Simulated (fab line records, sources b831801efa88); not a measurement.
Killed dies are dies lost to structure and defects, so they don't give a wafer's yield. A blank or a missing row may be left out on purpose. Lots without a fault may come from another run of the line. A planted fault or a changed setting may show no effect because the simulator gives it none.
Which tool did it? | flow gf180mcu | 12 lots, 36 wafers sampled, at 1 step of a route of 602

WHAT THE GAUGES READ, wafer by wafer
GF_V1_RS_MEAS_24: measures by four-point-probe.
lot  | measured     | on            | V1_W_RS (ohm/sq)
L075 | day 18 22:43 | film_metro-01 | 0.329 0.327 0.334
L076 | day 19 10:20 | film_metro-01 | 0.332 0.333 0.336
L079 | day 20 07:42 | film_metro-03 | 0.329 0.328 0.329
L081 | day 21 01:55 | film_metro-03 | 0.333 0.335 0.331
L083 | day 21 17:38 | film_metro-03 | 0.329 0.328 0.329
L085 | day 22 12:16 | film_metro-02 | 0.330 0.330 0.329
L087 | day 23 06:35 | film_metro-01 | 0.333 0.332 0.327
L089 | day 23 16:16 | film_metro-02 | 0.326 0.325 0.327
L091 | day 24 15:55 | film_metro-03 | 0.324 0.325 0.332
L093 | day 24 19:44 | film_metro-03 | 0.338 0.336 0.333
L095 | day 26 08:25 | film_metro-02 | 0.333 0.329 0.330
L097 | day 26 12:06 | film_metro-02 | 0.325 0.330 0.331

WHICH TOOL RAN EACH LOT (tool, then ch and the chambers of the sampled wafers, then the start)
The record holds no process step before these readings.

THE ANSWER, worked out from the rows above alone
Rule: what is usual is taken from the lots themselves. Put in order of their means at a reading, lots are off if they are a third of the lots or fewer, leave a main group of 4 or more, and stand apart from it by a gap of 3 or more times the standard deviation of the main group's means; of several such gaps the widest counts. A main group whose means are all the same, to the digits that the tables above print for the reading, isn't used. A lot without any number at a reading at which 4 lots or more have one is off too. The other lots that the step has rows for count as sound.
No lot is off at any reading shown: from this, nothing can be told.

WHAT THE SIMULATOR HAD PUT IN
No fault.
